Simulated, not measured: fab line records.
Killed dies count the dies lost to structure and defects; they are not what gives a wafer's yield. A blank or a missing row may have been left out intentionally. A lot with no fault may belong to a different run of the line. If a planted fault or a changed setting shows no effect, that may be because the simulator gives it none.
fab line records + flow gf180mcu
record:
- lots: 14
- wafers: 42
- lastDay: 34
route steps=602 shown NSD@245 SALICIDE@281
lots untouched by any fault: they come from a run of this same line in which no faults occurred
startH: hours from the record's opening day to when the first of the lot's shown wafers began + waitH: time in hours since the lot's previous step + " the same as in the row above + L1.1+2: one row covering several wafers at once + - value missing, or start not given + * or withheld: withheld + < > ~ a bound
route shown NAME@n: NAME is a module with steps in the file, n the number in the route of the first one + usual: average and standard deviation across the fault-free wafers + same: alike in all rows + chamber/n: place in a boat + sites: the reading at each site + _std_site: how widely they spread, as a standard deviation + _edge_site: the outer-site mean with the inner-site mean subtracted + radiusMm: how far each site lies from the wafer's centre + mask NAME#n: copy n + behind: the tool/chamber that last shaped the wafer + hold: the reason the lot was held/the length of the hold in hours/how it ended + device: whichever transistor did not switch (one of n, p or np) + end of line: the route-end tests of the same wafers + where a step has no rows: the recipe by itself + killed: dies that structure and defects cost at the first sort, which is not the same as the wafer's yield + map: shows each die of a wafer: x if killed, . if not, _ if none is there
set.NAME: setting as actually run; set.NAME@STEP: the setting as run at that earlier step + model.NAME: the simulator's own value behind a step, which no gauge read
one table for each step of the route and one row for each wafer, over a sample of lots
services: from which hour (startH, from the record's first day; less than 0 if before it) a tool's chamber was out of use, for how many hours, and why
== steps ==
step: GF_NSD_IMPLANT_10
recipe:
- species: P
- energyKev: 40
- doseCm2: 5e+14
- tiltDeg: 7
| lot.wafer  | tool         | chamber | startH | waitH |
|------------|--------------|---------|--------|-------|
| L851.1+4+6 | implanter-03 | 0       | 294.73 | 0.1   |
| L852.1+3+5 | implanter-04 | 0       | 310.18 | 0.1   |
| L853.1+4+6 | implanter-02 | 0       | 313.23 | 0.1   |
| L854.1+3+4 | implanter-02 | 0       | 317.48 | 0.1   |
| L855.3+4+5 | implanter-04 | 0       | 332.58 | 0.1   |
| L859.3+4+5 | implanter-04 | 0       | 361.08 | 0.1   |
| L860.1+4+6 | implanter-04 | 0       | 366.88 | 0.1   |
| L862.1+3+6 | implanter-02 | 0       | 385.53 | 0.1   |
| L864.1+5+6 | implanter-02 | 0       | 405.03 | 0.1   |
| L865.2+4+5 | implanter-02 | 0       | 413.65 | 0.1   |
| L868.2+4+5 | implanter-03 | 0       | 437.97 | 0.1   |
| L872.1+4+6 | implanter-04 | 0       | 470.58 | 0.1   |
| L873.1+2+3 | implanter-04 | 0       | 484.13 | 0.1   |
| L874.1+3+4 | implanter-04 | 0       | 487.83 | 0.1   |
step: GF_PSD_RS_MEAS_14
recipe:
- thkMeasGauge: four-point-probe
usual:
- NSD_RS: 46.14/0.098
| lot.wafer | tool         | chamber | startH | waitH | NSD_RS[ohm/sq] |
|-----------|--------------|---------|--------|-------|----------------|
| L851.1    | filmMetro-03 | -       | 315.84 | 0.1   | 46.12          |
| L851.4    | "            | -       | "      | "     | 46.06          |
| L851.6    | "            | -       | "      | "     | 46.23          |
| L852.1    | filmMetro-03 | -       | 331.70 | 0.1   | 46.13          |
| L852.3    | "            | -       | "      | "     | 46.13          |
| L852.5    | "            | -       | "      | "     | 46.17          |
| L853.1    | filmMetro-03 | -       | 334.78 | 0.1   | 46.12          |
| L853.4    | "            | -       | "      | "     | 46.16          |
| L853.6    | "            | -       | "      | "     | 46.28          |
| L854.1    | filmMetro-03 | -       | 339.88 | 0.1   | 45.98          |
| L854.3    | "            | -       | "      | "     | 46.03          |
| L854.4    | "            | -       | "      | "     | 46.00          |
| L855.3    | filmMetro-04 | -       | 354.53 | 0.1   | 46.10          |
| L855.4    | "            | -       | "      | "     | 46.06          |
| L855.5    | "            | -       | "      | "     | 46.11          |
| L859.3    | filmMetro-02 | -       | 384.58 | 0.1   | 46.56          |
| L859.4    | "            | -       | "      | "     | 46.52          |
| L859.5    | "            | -       | "      | "     | 46.51          |
| L860.1    | filmMetro-04 | -       | 389.87 | 0.1   | 46.55          |
| L860.4    | "            | -       | "      | "     | 46.74          |
| L860.6    | "            | -       | "      | "     | 46.61          |
| L862.1    | filmMetro-02 | -       | 408.94 | 0.1   | 46.14          |
| L862.3    | "            | -       | "      | "     | 45.92          |
| L862.6    | "            | -       | "      | "     | 46.11          |
| L864.1    | filmMetro-03 | -       | 430.18 | 0.1   | 46.06          |
| L864.5    | "            | -       | "      | "     | 45.85          |
| L864.6    | "            | -       | "      | "     | 46.04          |
| L865.2    | filmMetro-02 | -       | 438.50 | 0.1   | 46.21          |
| L865.4    | "            | -       | "      | "     | 46.21          |
| L865.5    | "            | -       | "      | "     | 46.17          |
| L868.2    | filmMetro-04 | -       | 462.25 | 0.1   | 46.27          |
| L868.4    | "            | -       | "      | "     | 46.20          |
| L868.5    | "            | -       | "      | "     | 46.14          |
| L872.1    | filmMetro-03 | -       | 494.48 | 0.1   | 46.02          |
| L872.4    | "            | -       | "      | "     | 46.03          |
| L872.6    | "            | -       | "      | "     | 46.01          |
| L873.1    | filmMetro-04 | -       | 508.28 | 0.1   | 46.22          |
| L873.2    | "            | -       | "      | "     | 46.18          |
| L873.3    | "            | -       | "      | "     | 46.24          |
| L874.1    | filmMetro-02 | -       | 511.72 | 0.1   | 46.03          |
| L874.3    | "            | -       | "      | "     | 46.07          |
| L874.4    | "            | -       | "      | "     | 46.13          |
step: GF_SALICIDE_SPUTTER_03
recipe:
- material: TiN
- targetThkNm: 20
- powerW: 6500
- timeS: 17.44
- chamberPressurePa: 0.4
usual:
- throttleValvePct: 30.3/0.86
| lot.wafer | tool          | chamber | startH | waitH | throttleValvePct |
|-----------|---------------|---------|--------|-------|------------------|
| L851.1    | pvdSputter-04 | -       | 337.69 | 0.0   | 30.1             |
| L851.4    | "             | -       | "      | "     | 30.5             |
| L851.6    | "             | -       | "      | "     | 30.6             |
| L852.1    | pvdSputter-01 | -       | 353.71 | 0.0   | 29.2             |
| L852.3    | "             | -       | "      | "     | 32.0             |
| L852.5    | "             | -       | "      | "     | 29.4             |
| L853.1    | pvdSputter-04 | -       | 357.62 | 0.0   | 29.5             |
| L853.4    | "             | -       | "      | "     | 30.1             |
| L853.6    | "             | -       | "      | "     | 30.0             |
| L854.1    | pvdSputter-01 | -       | 362.80 | 0.0   | 30.3             |
| L854.3    | "             | -       | "      | "     | 32.2             |
| L854.4    | "             | -       | "      | "     | 30.5             |
| L855.3    | pvdSputter-02 | -       | 377.86 | 0.0   | 30.1             |
| L855.4    | "             | -       | "      | "     | 29.5             |
| L855.5    | "             | -       | "      | "     | 29.1             |
| L859.3    | pvdSputter-02 | -       | 408.32 | 0.0   | 31.4             |
| L859.4    | "             | -       | "      | "     | 29.2             |
| L859.5    | "             | -       | "      | "     | 30.2             |
| L860.1    | pvdSputter-01 | -       | 413.46 | 0.0   | 32.0             |
| L860.4    | "             | -       | "      | "     | 30.5             |
| L860.6    | "             | -       | "      | "     | 29.5             |
| L862.1    | pvdSputter-04 | -       | 433.81 | 0.0   | 30.3             |
| L862.3    | "             | -       | "      | "     | 29.8             |
| L862.6    | "             | -       | "      | "     | 30.6             |
| L864.1    | pvdSputter-02 | -       | 454.74 | 0.0   | 31.3             |
| L864.5    | "             | -       | "      | "     | 29.2             |
| L864.6    | "             | -       | "      | "     | 31.6             |
| L865.2    | pvdSputter-04 | -       | 463.06 | 0.0   | 29.9             |
| L865.4    | "             | -       | "      | "     | 30.0             |
| L865.5    | "             | -       | "      | "     | 30.4             |
| L868.2    | pvdSputter-01 | -       | 487.19 | 0.0   | 29.2             |
| L868.4    | "             | -       | "      | "     | 30.3             |
| L868.5    | "             | -       | "      | "     | 30.3             |
| L872.1    | pvdSputter-04 | -       | 517.66 | 0.0   | 30.1             |
| L872.4    | "             | -       | "      | "     | 29.7             |
| L872.6    | "             | -       | "      | "     | 30.2             |
| L873.1    | pvdSputter-04 | -       | 531.75 | 0.0   | 30.6             |
| L873.2    | "             | -       | "      | "     | 30.0             |
| L873.3    | "             | -       | "      | "     | 30.0             |
| L874.1    | pvdSputter-01 | -       | 535.45 | 0.0   | 32.3             |
| L874.3    | "             | -       | "      | "     | 30.2             |
| L874.4    | "             | -       | "      | "     | 30.3             |
step: GF_SALICIDE_RTA_06
recipe:
- tempC: 530
- timeS: 30
- ambient: N2
usual:
- annealTempCMax: 531.8/0.49
- lampPowerPct: 5.6/0.58
- wafer_temp_C_max: 531.9/0.6
| lot.wafer | tool         | chamber | startH | waitH | annealTempCMax | lampPowerPct | wafer_temp_C_max |
|-----------|--------------|---------|--------|-------|----------------|--------------|------------------|
| L851.1    | rtpAnneal-01 | 0       | 337.90 | 0.1   | 531.2          | 6.2          | 532.7            |
| L851.4    | "            | 0       | "      | "     | 531.1          | 6.2          | 531.8            |
| L851.6    | "            | 0       | "      | "     | 532.1          | 6.2          | 531.9            |
| L852.1    | rtpAnneal-01 | 0       | 353.91 | 0.1   | 530.9          | 6.2          | 532.6            |
| L852.3    | "            | 0       | "      | "     | 530.9          | 6.2          | 533.2            |
| L852.5    | "            | 0       | "      | "     | 531.2          | 6.2          | 532.7            |
| L853.1    | rtpAnneal-02 | 0       | 357.83 | 0.1   | 532.8          | 5.1          | 532.0            |
| L853.4    | "            | 0       | "      | "     | 531.9          | 5.1          | 531.2            |
| L853.6    | "            | 0       | "      | "     | 531.9          | 5.1          | 531.3            |
| L854.1    | rtpAnneal-01 | 0       | 363.00 | 0.1   | 530.9          | 6.2          | 532.3            |
| L854.3    | "            | 0       | "      | "     | 531.6          | 6.2          | 532.4            |
| L854.4    | "            | 0       | "      | "     | 531.5          | 6.2          | 531.6            |
| L855.3    | rtpAnneal-01 | 0       | 378.10 | 0.1   | 532.8          | 6.2          | 532.6            |
| L855.4    | "            | 0       | "      | "     | 531.1          | 6.2          | 532.1            |
| L855.5    | "            | 0       | "      | "     | 531.2          | 6.2          | 532.2            |
| L859.3    | rtpAnneal-02 | 0       | 408.56 | 0.1   | 531.8          | 5.1          | 531.1            |
| L859.4    | "            | 0       | "      | "     | 532.6          | 5.1          | 531.7            |
| L859.5    | "            | 0       | "      | "     | 531.7          | 5.1          | 531.2            |
| L860.1    | rtpAnneal-02 | 0       | 413.68 | 0.1   | 531.9          | 5.1          | 531.4            |
| L860.4    | "            | 0       | "      | "     | 531.9          | 5.1          | 531.5            |
| L860.6    | "            | 0       | "      | "     | 532.1          | 5.1          | 531.6            |
| L862.1    | rtpAnneal-02 | 0       | 434.01 | 0.1   | 532.2          | 5.1          | 531.0            |
| L862.3    | "            | 0       | "      | "     | 531.8          | 5.1          | 531.4            |
| L862.6    | "            | 0       | "      | "     | 531.7          | 5.1          | 531.3            |
| L864.1    | rtpAnneal-02 | 0       | 454.95 | 0.1   | 532.7          | 5.1          | 531.2            |
| L864.5    | "            | 0       | "      | "     | 531.7          | 5.1          | 531.5            |
| L864.6    | "            | 0       | "      | "     | 532.0          | 5.1          | 531.2            |
| L865.2    | rtpAnneal-01 | 0       | 463.28 | 0.1   | 531.9          | 6.2          | 532.5            |
| L865.4    | "            | 0       | "      | "     | 532.6          | 6.2          | 532.3            |
| L865.5    | "            | 0       | "      | "     | 531.4          | 6.2          | 532.0            |
| L868.2    | rtpAnneal-01 | 0       | 487.42 | 0.1   | 531.5          | 6.2          | 532.1            |
| L868.4    | "            | 0       | "      | "     | 531.7          | 6.2          | 532.2            |
| L868.5    | "            | 0       | "      | "     | 531.5          | 6.2          | 532.1            |
| L872.1    | rtpAnneal-02 | 0       | 517.86 | 0.1   | 532.1          | 5.1          | 531.7            |
| L872.4    | "            | 0       | "      | "     | 531.6          | 5.1          | 532.2            |
| L872.6    | "            | 0       | "      | "     | 531.8          | 5.1          | 531.5            |
| L873.1    | rtpAnneal-01 | 0       | 531.96 | 0.1   | 531.5          | 6.2          | 532.2            |
| L873.2    | "            | 0       | "      | "     | 531.1          | 6.2          | 531.4            |
| L873.3    | "            | 0       | "      | "     | 531.4          | 6.2          | 532.4            |
| L874.1    | rtpAnneal-02 | 0       | 535.66 | 0.1   | 532.0          | 5.1          | 531.3            |
| L874.3    | "            | 0       | "      | "     | 531.6          | 5.1          | 532.0            |
| L874.4    | "            | 0       | "      | "     | 532.0          | 5.1          | 531.5            |
step: GF_SALICIDE_RTA_08
recipe:
- tempC: 800
- timeS: 30
- ambient: N2
usual:
- annealTempCMax: 802.8/0.74
- lampPowerPct: 15.8/1.6
- wafer_temp_C_max: 802.8/0.87
| lot.wafer | tool         | chamber | startH | waitH | annealTempCMax | lampPowerPct | wafer_temp_C_max |
|-----------|--------------|---------|--------|-------|----------------|--------------|------------------|
| L851.1    | rtpAnneal-02 | 0       | 338.10 | 0.0   | 802.4          | 14.0         | 801.7            |
| L851.4    | "            | 0       | "      | "     | 802.8          | 14.0         | 801.7            |
| L851.6    | "            | 0       | "      | "     | 802.8          | 14.1         | 802.0            |
| L852.1    | rtpAnneal-01 | 0       | 354.10 | 0.0   | 803.0          | 17.3         | 803.6            |
| L852.3    | "            | 0       | "      | "     | 803.4          | 17.2         | 803.9            |
| L852.5    | "            | 0       | "      | "     | 802.6          | 17.3         | 803.4            |
| L853.1    | rtpAnneal-01 | 0       | 358.03 | 0.0   | 801.7          | 17.3         | 802.8            |
| L853.4    | "            | 0       | "      | "     | 802.3          | 17.3         | 804.0            |
| L853.6    | "            | 0       | "      | "     | 803.3          | 17.3         | 802.9            |
| L854.1    | rtpAnneal-02 | 0       | 363.19 | 0.0   | 802.9          | 14.1         | 802.4            |
| L854.3    | "            | 0       | "      | "     | 801.9          | 14.1         | 802.3            |
| L854.4    | "            | 0       | "      | "     | 803.2          | 14.0         | 802.4            |
| L855.3    | rtpAnneal-02 | 0       | 378.29 | 0.0   | 803.9          | 14.1         | 802.0            |
| L855.4    | "            | 0       | "      | "     | 803.5          | 14.1         | 802.6            |
| L855.5    | "            | 0       | "      | "     | 802.6          | 14.0         | 802.1            |
| L859.3    | rtpAnneal-01 | 0       | 408.75 | 0.0   | 802.2          | 17.3         | 802.7            |
| L859.4    | "            | 0       | "      | "     | 801.4          | 17.3         | 802.9            |
| L859.5    | "            | 0       | "      | "     | 802.4          | 17.2         | 802.9            |
| L860.1    | rtpAnneal-01 | 0       | 413.88 | 0.0   | 801.9          | 17.3         | 803.3            |
| L860.4    | "            | 0       | "      | "     | 801.9          | 17.3         | 802.1            |
| L860.6    | "            | 0       | "      | "     | 802.2          | 17.2         | 803.6            |
| L862.1    | rtpAnneal-01 | 0       | 434.21 | 0.0   | 802.0          | 17.3         | 803.7            |
| L862.3    | "            | 0       | "      | "     | 802.9          | 17.3         | 802.9            |
| L862.6    | "            | 0       | "      | "     | 802.4          | 17.3         | 806.2            |
| L864.1    | rtpAnneal-01 | 0       | 455.14 | 0.0   | 802.9          | 17.3         | 803.6            |
| L864.5    | "            | 0       | "      | "     | 802.0          | 17.3         | 803.0            |
| L864.6    | "            | 0       | "      | "     | 803.4          | 17.3         | 803.4            |
| L865.2    | rtpAnneal-02 | 0       | 463.47 | 0.0   | 802.7          | 14.1         | 802.6            |
| L865.4    | "            | 0       | "      | "     | 803.5          | 14.1         | 801.8            |
| L865.5    | "            | 0       | "      | "     | 803.3          | 14.0         | 802.3            |
| L868.2    | rtpAnneal-02 | 0       | 487.62 | 0.0   | 803.0          | 14.0         | 802.2            |
| L868.4    | "            | 0       | "      | "     | 803.0          | 14.0         | 802.6            |
| L868.5    | "            | 0       | "      | "     | 803.8          | 14.0         | 802.5            |
| L872.1    | rtpAnneal-01 | 0       | 518.16 | 0.0   | 802.2          | 17.3         | 803.7            |
| L872.4    | "            | 0       | "      | "     | 801.8          | 17.2         | 804.2            |
| L872.6    | "            | 0       | "      | "     | 801.6          | 17.3         | 803.1            |
| L873.1    | rtpAnneal-02 | 0       | 532.25 | 0.0   | 804.5          | 14.1         | 803.0            |
| L873.2    | "            | 0       | "      | "     | 803.7          | 14.1         | 802.1            |
| L873.3    | "            | 0       | "      | "     | 803.6          | 14.0         | 802.8            |
| L874.1    | rtpAnneal-01 | 0       | 535.85 | 0.0   | 802.7          | 17.3         | 803.6            |
| L874.3    | "            | 0       | "      | "     | 801.7          | 17.3         | 802.7            |
| L874.4    | "            | 0       | "      | "     | 802.7          | 17.3         | 802.8            |
== services ==
| tool          | chamber | startH | hours | kind                  |
|---------------|---------|--------|-------|-----------------------|
| implanter-02  | -       | 282.11 | 26.1  | repair                |
| implanter-04  | -       | 283.33 | 0.9   | repair                |
| pvdSputter-04 | 2       | 287.74 | -     | consumableReplace:kit |
| pvdSputter-04 | 2       | 287.74 | 18.0  | scheduledDown         |
| pvdSputter-04 | 2       | 287.74 | 18.0  | ventCycle             |
| pvdSputter-01 | 1       | 303.77 | -     | consumableReplace:kit |
| pvdSputter-01 | 1       | 303.77 | 18.0  | scheduledDown         |
| pvdSputter-01 | 1       | 303.77 | 18.0  | ventCycle             |
| pvdSputter-04 | -       | 305.86 | 15.6  | repair                |
| rtpAnneal-02  | -       | 341.88 | 4.1   | pm                    |
| implanter-03  | -       | 347.98 | 2.8   | pm                    |
| pvdSputter-02 | 1       | 381.70 | -     | consumableReplace:kit |
| pvdSputter-02 | 1       | 381.70 | 18.0  | scheduledDown         |
| pvdSputter-02 | 1       | 381.70 | 18.0  | ventCycle             |
| implanter-03  | -       | 410.49 | 2.0   | repair                |
| pvdSputter-02 | -       | 438.13 | 4.8   | repair                |
| pvdSputter-02 | -       | 499.30 | 2.0   | repair                |
| pvdSputter-04 | -       | 500.69 | 0.9   | repair                |
| implanter-04  | -       | 510.96 | 2.7   | repair                |
== key ==
firstSign:
- step: GF_PSD_RS_MEAS_14
- reading: NSD_RS
- direction: up
- sigmas: 4.5
- usual: 46.14
- struck: 46.58
effect none on later readings
metAt GF_NSD_IMPLANT_10
struckLots L859,L860
testerLeftOut L859,L860
notActingAt GF_SALICIDE_SPUTTER_03,GF_SALICIDE_RTA_06,GF_SALICIDE_RTA_08
onsetBetween 332.58 361.08
fault:
- kind: processParameterDrift
- tool: implanter-04
- chamber: -
- onsetH: 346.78
- steps: GF_NSD_IMPLANT_10
- channel: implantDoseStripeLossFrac
- offset: 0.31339
- shape: step
- endH: 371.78
testerLeftOut: of these lots the tester's yield and bins aren't shown, on N5 and GAA mostly nor the transistor test; their killed dies are dies lost to structure and defects alone, not to doping, threshold or leakage, so they don't give the yield
